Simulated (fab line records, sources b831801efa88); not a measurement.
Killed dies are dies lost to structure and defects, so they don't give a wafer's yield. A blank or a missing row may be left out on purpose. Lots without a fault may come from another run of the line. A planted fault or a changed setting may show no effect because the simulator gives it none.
Which tool did it? | flow gf180mcu | 11 lots, 33 wafers sampled, at 5 steps of a route of 602

WHAT THE GAUGES READ, wafer by wafer
GF_HV_LDD_TW_MEAS_38. Usual: HV_LDD_3_TW 1453, standard deviation 25.
lot  | measured     | on            | HV_LDD_3_TW                   | flag
L410 | day 11 16:10 | film_metro-01 | 1466 1463 1460                |
L411 | day 12 02:56 | film_metro-01 | 1466 1457 1461                |
L412 | day 12 06:09 | film_metro-03 | 1476 1473 1479                |
L413 | day 12 15:07 | film_metro-03 | 1486 1474 1474                |
L414 | day 13 05:05 | film_metro-04 | 1435 1436 1437                |
L415 | day 13 06:07 | film_metro-01 | 1475 1469 1469                |
L416 | day 13 20:47 | film_metro-03 | 1467 1466 1471                |
L417 | day 14 05:49 | film_metro-01 | 1617 1611 1608 1609 1616 1615 | OFF
L418 | day 14 05:56 | film_metro-04 | 1573 1579 1579 1586 1584 1583 | OFF
L420 | day 14 19:55 | film_metro-03 | 1624 1630 1632 1627 1623 1624 | OFF
L419 | day 14 20:18 | film_metro-04 | 1581 1575 1576 1576 1569 1578 | OFF

GF_HV_LDD_RS_MEAS_53: measures by four-point-probe. Usual: HV_LDD_RS 418.6 ohm/sq, standard deviation 0.93.
lot  | measured     | on            | HV_LDD_RS (ohm/sq)                  | flag
L410 | day 12 11:05 | film_metro-04 | 417.1 417.8 417.9                   |
L411 | day 12 23:16 | film_metro-01 | 419.6 419.2 419.2                   |
L412 | day 13 02:32 | film_metro-03 | 419.1 417.7 418.9                   |
L413 | day 13 11:49 | film_metro-03 | 419.1 418.1 417.7                   |
L414 | day 14 02:17 | film_metro-03 | 418.6 419.2 419.0                   |
L415 | day 14 03:03 | film_metro-01 | 418.7 418.0 418.5                   |
L416 | day 14 17:27 | film_metro-01 | 418.1 418.1 418.2                   |
L417 | day 15 03:15 | film_metro-01 | 456.6 456.8 457.9 456.5 457.1 457.8 | OFF
L418 | day 15 04:09 | film_metro-03 | 455.5 456.9 456.5 454.8 456.5 456.2 | OFF
L420 | day 15 17:34 | film_metro-01 | 457.1 456.2 455.4 457.2 457.1 455.9 | OFF
L419 | day 15 18:19 | film_metro-01 | 457.1 456.9 456.0 456.8 456.6 456.9 | OFF

GF_SALICIDE_RS_MEAS_04: measures by four-point-probe. Usual: SALICIDE_TIN_RS 16.24 ohm/sq, standard deviation 0.29.
lot  | measured     | on            | SALICIDE_TIN_RS (ohm/sq) | flag
L410 | day 15 05:06 | film_metro-02 | 16.22 16.34 16.26        |
L411 | day 15 16:52 | film_metro-02 | 16.67 16.26 16.50        |
L412 | day 15 21:21 | film_metro-03 | 16.34 16.33 16.28        |
L413 | day 16 09:34 | film_metro-03 | 16.69 16.68 16.72        |
L414 | day 16 23:32 | film_metro-02 | 16.34 16.18 16.63        |
L415 | day 17 01:40 | film_metro-03 | 16.67 16.90 16.72        |
L416 | day 17 15:13 | film_metro-02 | 16.44 16.07 16.44        |
L417 | day 18 03:07 | film_metro-02 | 15.79 16.14 15.98        |
L418 | day 18 03:20 | film_metro-01 | 16.57 16.18 16.62        |
L420 | day 18 18:53 | film_metro-02 | 15.96 15.86 16.15        |
L419 | day 18 20:34 | film_metro-03 | 15.96 15.68 16.11        |

GF_CONTACT_OVL_MEAS_15. Usual: CONTACT_OVL -1 nm, standard deviation 4.8.
lot  | measured     | on         | CONTACT_OVL (nm) | flag
L410 | day 16 04:00 | overlay-02 | -1 1 2           |
L411 | day 16 16:18 | overlay-02 | 1 -1 1           |
L412 | day 16 21:27 | overlay-01 | 11 2 7           |
L413 | day 17 09:34 | overlay-02 | 4 2 0            |
L414 | day 18 00:20 | overlay-01 | -9 -19 -9        |
L415 | day 18 02:23 | overlay-01 | -8 -8 -10        |
L416 | day 18 15:41 | overlay-01 | 1 -3 1           |
L417 | day 19 03:20 | overlay-02 | 0 2 -1           |
L418 | day 19 03:48 | overlay-01 | 4 4 2            |
L420 | day 19 20:36 | overlay-02 | 2 3 3            |
L419 | day 19 22:09 | overlay-02 | 0 -2 -1          |

WHICH TOOL RAN EACH LOT (tool, then ch and the chambers of the sampled wafers, then the start)
lot  | GF_HV_LDD_IMPLANT_33
L410 | implanter-02 ch 0, day 11 15:29
L411 | implanter-02 ch 0, day 12 02:14
L412 | implanter-03 ch 0, day 12 05:28
L413 | implanter-02 ch 0, day 12 14:26
L414 | implanter-03 ch 0, day 13 04:24
L415 | implanter-02 ch 0, day 13 05:25
L416 | implanter-03 ch 0, day 13 20:05
L417 | implanter-04 ch 0, day 14 05:07
L418 | implanter-02 ch 0, day 14 05:14
L420 | implanter-04 ch 0, day 14 19:13
L419 | implanter-03 ch 0, day 14 19:36
- GF_HV_LDD_IMPLANT_33

WHAT THE TOOLS THEMSELVES READ (means of the sampled wafers that have a number; where no wafer has one, the mark that the record gives instead)
GF_HV_LDD_IMPLANT_33. Usual: beam_on_s 10.02 s, standard deviation 0.2.
lot  | tool         | beam_on_s (s) | flag
L410 | implanter-02 | 10.05         |
L411 | implanter-02 | 10.01         |
L412 | implanter-03 | 9.89          |
L413 | implanter-02 | 9.96          |
L414 | implanter-03 | 10.08         |
L415 | implanter-02 | 9.87          |
L416 | implanter-03 | 9.71          |
L417 | implanter-04 | 10.21         |
L418 | implanter-02 | 10.02         |
L420 | implanter-04 | 9.97          |
L419 | implanter-03 | 9.91          |

THE ANSWER, worked out from the rows above alone
Rule: a lot is off if the mean of its wafers that have a number lies more than 3 standard deviations from the usual mean. A lot without any number at a reading at which 4 lots or more have one is off too. The other lots that the step has rows for count as sound. The gauges are gone through in route order, then the tools' own readings, and for those a lot's mean is taken as printed above. The first step at which some lot is off is used, and at that step the reading that is off furthest; a lot without a number counts as furthest.
Off: L417, L418, L420, L419, at GF_HV_LDD_TW_MEAS_38 (HV_LDD_3_TW).
A tool fits if, at a process step before that reading, it ran every lot that is off, and no sound lot after the first of them. The gauges at GF_HV_LDD_TW_MEAS_38 are tried like those tools. None of those tried fits.

WHAT THE SIMULATOR HAD PUT IN
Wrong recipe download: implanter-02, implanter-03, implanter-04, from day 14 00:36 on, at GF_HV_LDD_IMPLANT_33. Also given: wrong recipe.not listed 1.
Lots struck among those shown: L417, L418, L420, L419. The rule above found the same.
